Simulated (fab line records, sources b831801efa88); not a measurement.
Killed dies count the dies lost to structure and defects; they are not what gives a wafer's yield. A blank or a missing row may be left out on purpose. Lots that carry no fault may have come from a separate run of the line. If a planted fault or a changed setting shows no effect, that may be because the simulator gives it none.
Struck lot and sound lot, side by side + flow sky130 + 16 steps out of a route of 708
Sound: wafers L972.2, L972.4, L972.6. Struck: wafers L986.2, L986.3, L986.6. At the end, the cause is stated.
For every step that has rows: the tool of each side, followed by ch and its chambers, followed by its first start. Under that, the readings that differ: sound wafers + struck wafers + difference of the means + sigmas: that difference in standard deviations of wafers without a fault.
alike: readings whose means differ by less than 2 such deviations, and words and numbers that are the same on both sides. not compared: withheld readings, readings that some wafer has no value for, bounds like >300 that may hide the same value, and numbers for which the record gives no deviation and whose values overlap.
Wherever a step has rows on one side only, a row that says differs or no value, or a row with sigmas, the two part there. When numbers do not overlap yet have no deviation, they are printed without sigmas and do not part them. Lack of a reading on every wafer of one side parts them only where that side has two or more wafers.

first, 1 step without rows for these wafers: SKY_VT_ADJUST_NCORE_DEVELOP_06 (develop time 57.27 s).
SKY_VT_ADJUST_NCORE_CD_MEAS_07: the cd target is 380 nm.
  struck on cd-sem-02, day 13 05:12; sound on cd-sem-02, day 9 03:43
  alike: cd-nm
SKY_VT_ADJUST_NCORE_OVL_MEAS_08:
  struck on overlay-01, day 13 05:19; sound on overlay-02, day 9 03:49
  alike: VT_ADJUST_NCORE_OVL
after that, 1 step had no rows for these wafers: SKY_VT_ADJUST_NCORE_IMPLANT_09.
SKY_VT_ADJUST_NCORE_STRIP_10: strips in O2/N2.
  sound on plasma-asher-01 ch 0,1, day 9 03:59; struck on plasma-asher-01 ch 0, day 13 05:29
  alike: drypump-motor-current-A, oes-product-au, strip-time-to-endpoint-s
  not compared: rf-hours-counter-h
SKY_VT_ADJUST_NCORE_TW_MEAS_11:
  struck on film-metro-03, day 13 05:36; sound on film-metro-02, day 9 04:06
  alike: VT_ADJUST_NCORE_TW
then, 6 steps without rows for these wafers: SKY_VT_ADJUST_HVTR_DEHYDRATE_00 (time 60 s); SKY_VT_ADJUST_HVTR_HMDS_01 (prime time 60 s); SKY_VT_ADJUST_HVTR_COAT_02 (resist thk 1140 nm); SKY_VT_ADJUST_HVTR_SOFTBAKE_03 (time 60 s); SKY_VT_ADJUST_HVTR_EXPOSE_04 (exposes mask HVTRM, target cd 380 nm); SKY_VT_ADJUST_HVTR_PEB_05.
SKY_VT_ADJUST_HVTR_DEVELOP_06: develop time 60 s.
  sound on litho-track-04 ch 0, day 10 00:53; struck on litho-track-04 ch 0, day 14 07:14
  alike: exhaust-pa, resist-line-temp-C
SKY_VT_ADJUST_HVTR_CD_MEAS_07: the cd target is 380 nm.
  struck on cd-sem-01, day 14 07:40; sound on cd-sem-01, day 10 01:02
| reading    | sound             | struck            | difference | sigmas |
|------------|-------------------|-------------------|------------|--------|
| cd-nm (nm) | 379.2 378.0 377.4 | 367.8 368.2 367.8 | -10.3      | -4     |
  not compared: hold
SKY_VT_ADJUST_HVTR_OVL_MEAS_08:
  struck on overlay-02, day 14 10:26; sound on overlay-01, day 10 01:08
| reading | sound | struck                                                                     | difference                   | sigmas |
|---------|-------|----------------------------------------------------------------------------|------------------------------|--------|
| hold    | - - - | await-dispo/2.7h/release await-dispo/2.7h/release await-dispo/2.7h/release | no value on the sound wafers |        |
  alike: VT_ADJUST_HVTR_OVL
-- here the record skips 35 days between the struck wafers' starts before and after, leaving off in module VT_ADJUST_HVTR and picking up in module PAD_OPEN (first step shown: number 708 of the route) --
SKY_PAD_OPEN_PROBE_99:
  only the struck wafers here have rows in the record (prober-02, day 49 21:55); the sound ones have none

## WHERE THEY PART
Earliest at SKY_VT_ADJUST_HVTR_CD_MEAS_07; latest, in this record, at SKY_PAD_OPEN_PROBE_99.

WHY: what had been put in by the simulator
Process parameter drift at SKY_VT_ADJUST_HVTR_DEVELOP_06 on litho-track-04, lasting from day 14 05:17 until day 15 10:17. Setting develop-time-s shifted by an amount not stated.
